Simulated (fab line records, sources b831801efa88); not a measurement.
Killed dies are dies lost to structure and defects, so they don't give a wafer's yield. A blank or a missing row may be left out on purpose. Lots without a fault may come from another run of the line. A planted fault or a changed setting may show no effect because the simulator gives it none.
A struck lot beside a sound one | flow gf180mcu | 14 steps out of a route of 602
Sound: wafers L686.2, L686.4, L686.5. Struck: wafers L694.3, L694.4, L694.6. The cause comes at the end.
At each step with rows: each side's tool, then ch and its chambers, then its first start. Under that, the readings that differ: sound wafers | struck wafers | difference of the means | sigmas: that difference in standard deviations of wafers without a fault.
alike: readings whose means differ by less than 2 such deviations, and words and numbers that are the same on both sides. not compared: withheld readings, readings that some wafer has no value for, bounds like >300 that may hide the same value, and numbers for which the record gives no deviation and whose values overlap.
The two part at a step that has a row with sigmas, a row that says differs or no value, or rows on one side only. Numbers that don't overlap but have no deviation are shown without sigmas and don't part them. A reading that every wafer of one side lacks parts them only if that side has two wafers or more.

first, 5 steps without rows for these wafers: GF_V2_COAT_09 (resist thk 1000 nm); GF_V2_SOFTBAKE_10 (time 60 s); GF_V2_EXPOSE_11 (exposes mask Via2, target cd 260 nm); GF_V2_PEB_12 (peb time 90 s); GF_V2_DEVELOP_13 (develop time 60 s).
GF_V2_CD_MEAS_14: target cd 260 nm.
  sound on cd_sem-01, day 23 01:26; struck on cd_sem-01, day 25 15:52
  alike: cd_nm
GF_V2_OVL_MEAS_15:
  sound on overlay-02, day 23 01:32; struck on overlay-01, day 25 15:58
  alike: V2_OVL
GF_V2_ETCH_16: etches BARC in N2/H2.
  sound on rie_diel-04 ch 1,2, day 23 01:34; struck on rie_diel-01 ch 2,3, day 25 15:59
  alike: drypump_motor_current_A, oes_product_au, throttle_valve_pct
GF_V2_ETCH_17: etches SiO2 in C4F8/O2/Ar, stops on TiN, target depth 630 nm.
  sound on rie_diel-04 ch 1,2; struck on rie_diel-01 ch 2,3
  alike: oes_product_au
GF_V2_STRIP_18: strips in O2/N2.
  sound on plasma_asher-01 ch 0,1, day 23 01:42; struck on plasma_asher-02 ch 0,1, day 25 16:08
  alike: drypump_motor_current_A, heater_power_w, o2_flow_sccm, oes_product_au, platen_temp_c
  not compared: rf_hours_counter_h
then, 2 steps without rows for these wafers: GF_V2_STRIP_19 (strips in post etch residue remover, time 1200 s); GF_V2_CLEAN_20 (cleans in DIW).
GF_V2_SPUTTER_21: material Ti, target thk 15 nm, time 80.02 s.
  sound on pvd_sputter-03, day 23 02:14; struck on pvd_sputter-01, day 25 16:38
  no value came back on the struck wafers for cathode_dc_power_W (W), chamber_pressure_pa (Pa), throttle_valve_pct (%); on the sound wafers cathode_dc_power_W (W) reads 2500.0 2499.3 2500.3
GF_V2_SPUTTER_22: material TiN, target thk 10 nm, time 40 s.
  sound on pvd_sputter-03, day 23 02:18; struck on pvd_sputter-01, day 25 16:42
  alike: cathode_dc_power_W, chamber_pressure_pa, throttle_valve_pct

WHERE THEY PART
Only at GF_V2_SPUTTER_21, within this record. Later steps at which nothing parts them and some readings are alike: GF_V2_SPUTTER_22.

WHY: what the simulator had put in
Skipped step whole: pvd_sputter-01, from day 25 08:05 on, at GF_V2_SPUTTER_21. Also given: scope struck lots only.
